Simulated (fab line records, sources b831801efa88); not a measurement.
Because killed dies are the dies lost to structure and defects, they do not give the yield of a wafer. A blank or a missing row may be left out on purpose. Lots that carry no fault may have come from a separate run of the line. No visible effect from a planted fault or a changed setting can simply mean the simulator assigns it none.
Struck lot and sound lot, side by side    flow sky130    16 out of 708 route steps
Sound: these wafers, L708.1, L708.5, L708.6. Struck: wafers L718.5, L718.6. (L718.1 of the same lot was not struck and is left out.) The cause comes at the end.
Each step with rows lists, per side, the tool, then ch with its chambers, then its first start. Under that, the readings that differ: sound wafers    struck wafers    difference of the means    sigmas: that difference in standard deviations of wafers without a fault.
alike: readings with means less than 2 such deviations apart, plus words and numbers identical on both sides. not compared: withheld readings, readings lacking a value on some wafer, bounds such as >300 that could conceal the same value, and numbers that have no deviation in the record and whose values overlap.
Wherever a step has rows on one side only, a row that says differs or no value, or a row with sigmas, the two part there. Numbers that have no deviation but don't overlap get no sigmas and don't part them. Lack of a reading on every wafer of one side parts them only where that side has two or more wafers.

first, 8 steps without rows for these wafers: SKY_METAL1_DEHYDRATE_07 (time 60 s); SKY_METAL1_HMDS_08 (prime time 60 s); SKY_METAL1_COAT_09 (resist thk 60 nm); SKY_METAL1_COAT_10 (resist thk 450 nm); SKY_METAL1_SOFTBAKE_11 (time 90 s); SKY_METAL1_EXPOSE_12 (exposes mask MM1, target cd 140 nm); SKY_METAL1_PEB_13; SKY_METAL1_DEVELOP_14 (develop time 60 s).
SKY_METAL1_CD_MEAS_15 targets a cd of 140 nm.
  sound on cd-sem-02 at day 34 06:10; struck on cd-sem-01 at day 37 05:23
  alike: cd-nm
SKY_METAL1_OVL_MEAS_16:
  sound on overlay-01 at day 34 06:17; struck on overlay-02 at day 37 05:30
  alike: METAL1_OVL
SKY_METAL1_DESCUM_17: chemistry O2, time 8 s.
  sound on rie-metal-01 ch 0,1, day 34 06:20; struck on rie-metal-01 ch 0,1, day 37 05:32
  alike: drypump-motor-current-A, oes-product-au, rf-fwd-power-W
  not compared: rf-hours-counter-h
SKY_METAL1_ETCH_18: etches BARC in N2/H2, stops on SiO2, time 45.9 s, target depth 60 nm.
  sound on rie-metal-01 ch 0,1, day 34 06:22; struck on rie-metal-01 ch 0,1, day 37 05:34
  alike: drypump-motor-current-A, oes-product-au, rf-fwd-power-W, throttle-valve-pct
  not compared: rf-hours-counter-h
SKY_METAL1_METAL_ETCH_19: etches the open film in Cl2/BCl3, stops on SiO2, target depth 360 nm, time 78 s.
  sound on rie-metal-01 ch 0,1, day 34 06:25; struck on rie-metal-01 ch 0,1, day 37 05:38
reading                                        sound              struck       difference  sigmas
model.KrF-thick_of_METAL1_COAT_10.thk-nm (nm)  155.2 155.6 152.6  62.16 64.44  -91.17      
model.METAL1.cd-nm (nm)                        141.5 139.5 143.5  129.5 128.5  -12.5       
model.SiO2_of_CONTACT_HDPCVD_02.thk-nm (nm)    325.9 327.4 325.8  321.6 321    -5.1        
  alike: bcl3-flow-sccm, drypump-motor-current-A, oes-product-au, rf-fwd-power-W, throttle-valve-pct
  not compared: rf-hours-counter-h
SKY_METAL1_STRIP_20: strips in O2/N2.
  sound on plasma-asher-01 ch 0,1, day 34 06:31; struck on plasma-asher-01 ch 0,1, day 37 05:43
reading                       sound              struck       difference  sigmas
oes-product-au (a.u.)         0.340 0.338 0.342  0.292 0.305  -0.042      -9
strip-time-to-endpoint-s (s)  2.65 2.66 2.63     1.62 1.63    -1.02       -34
  alike: drypump-motor-current-A, o2-flow-sccm
  not compared: rf-hours-counter-h
then, 1 step without rows for these wafers: SKY_METAL1_STRIP_21 (strips in post etch residue remover, time 1200 s).
-- the record jumps here: 12 days lie between the struck wafers' starts before and after (it left off in module METAL1 and takes up again in module PAD_OPEN, whose first step shown is number 708 of the route) --
SKY_PAD_OPEN_PROBE_99:
  sound on prober-01 at day 46 22:02; struck on prober-01 at day 49 08:59
reading                         sound                struck        difference  sigmas
killed-open                     46 66 52             43 36         -15         -2
model.etest.met1.width-nm (nm)  143.8 140.4 142.3    130.7 130.1   -11.8       
model.etest.met1.line-ohm-um    0.907 0.9095 0.9068  0.9702 1.005  +0.0798     
  alike: defect-limited-yield, killed_at_M0_to_M3, killed_at_M4_up, killed-at-contacts, killed-at-front-end, killed-at-other, killed-dies, killed-short, sort_bin_3_pad_short, sort_bin_5_function, sort_bin_6_memory, sort-n-pass, sort-yield-pct

== WHERE THEY PART ==
First at SKY_METAL1_STRIP_20; last, within this record, at SKY_PAD_OPEN_PROBE_99.

WHY: what the simulator had put in
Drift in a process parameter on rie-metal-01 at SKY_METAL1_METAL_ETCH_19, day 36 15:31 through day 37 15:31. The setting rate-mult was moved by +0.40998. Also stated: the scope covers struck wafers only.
